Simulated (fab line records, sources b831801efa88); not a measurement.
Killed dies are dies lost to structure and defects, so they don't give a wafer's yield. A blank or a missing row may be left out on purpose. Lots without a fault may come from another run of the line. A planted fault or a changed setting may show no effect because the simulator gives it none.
A struck lot beside a sound one | flow gf180mcu | 14 steps out of a route of 602
Sound: wafers L492.2, L492.4, L492.6. Struck: wafers L501.1, L501.3, L501.4. The cause comes at the end.
At each step with rows: each side's tool, then ch and its chambers, then its first start. Under that, the readings that differ: sound wafers | struck wafers | difference of the means | sigmas: that difference in standard deviations of wafers without a fault.
alike: readings whose means differ by less than 2 such deviations, and words and numbers that are the same on both sides. not compared: withheld readings, readings that some wafer has no value for, bounds like >300 that may hide the same value, and numbers for which the record gives no deviation and whose values overlap.
The two part at a step that has a row with sigmas, a row that says differs or no value, or rows on one side only. Numbers that don't overlap but have no deviation are shown without sigmas and don't part them. A reading that every wafer of one side lacks parts them only if that side has two wafers or more.

first, 4 steps without rows for these wafers: GF_VT_IMPLANT_SOFTBAKE_25 (time 60 s); GF_VT_IMPLANT_EXPOSE_26 (exposes mask LVPWELL HV AREA, target cd 860 nm); GF_VT_IMPLANT_PEB_27; GF_VT_IMPLANT_DEVELOP_28 (develop time 60 s).
GF_VT_IMPLANT_OVL_MEAS_29:
  sound on overlay-02, day 7 13:57; struck on overlay-02, day 9 23:51
  alike: VT_IMPLANT_02_OVL
then, 1 step without rows for these wafers: GF_VT_IMPLANT_IMPLANT_30.
GF_VT_IMPLANT_STRIP_31: strips in O2/N2.
  sound on plasma_asher-02 ch 1, day 7 14:08; struck on plasma_asher-02 ch 0,1, day 10 00:02
  alike: drypump_motor_current_A, heater_power_w, oes_product_au, platen_temp_c, strip_time_to_endpoint_s
  not compared: rf_hours_counter_h
GF_VT_IMPLANT_TW_MEAS_32:
  sound on film_metro-02, day 7 14:14; struck on film_metro-04, day 10 00:08
  reading         | sound             | struck            | difference | sigmas
  VT_IMPLANT_3_TW | 266.9 268.3 267.0 | 273.9 272.9 273.5 | +6.0       | +4
then, 4 steps without rows for these wafers: GF_VT_IMPLANT_DEHYDRATE_33 (time 60 s); GF_VT_IMPLANT_HMDS_34 (prime time 60 s); GF_VT_IMPLANT_COAT_35 (resist thk 980.1 nm); GF_VT_IMPLANT_SOFTBAKE_36 (time 60 s).
GF_VT_IMPLANT_EXPOSE_37: exposes mask Nwell HV AREA, target cd 860 nm.
  sound on iline_stepper-02 ch 0, day 7 22:13; struck on iline_stepper-02, day 10 09:02
  no value came back on the struck wafers for exposure_dose_mJ_cm2, focus_offset_nm (nm); on the sound wafers exposure_dose_mJ_cm2 reads 140.04 140.12 139.98
  alike: mask
then, 1 step without rows for these wafers: GF_VT_IMPLANT_PEB_38.

WHERE THEY PART
First at GF_VT_IMPLANT_TW_MEAS_32; last, within this record, at GF_VT_IMPLANT_EXPOSE_37.

WHY: what the simulator had put in
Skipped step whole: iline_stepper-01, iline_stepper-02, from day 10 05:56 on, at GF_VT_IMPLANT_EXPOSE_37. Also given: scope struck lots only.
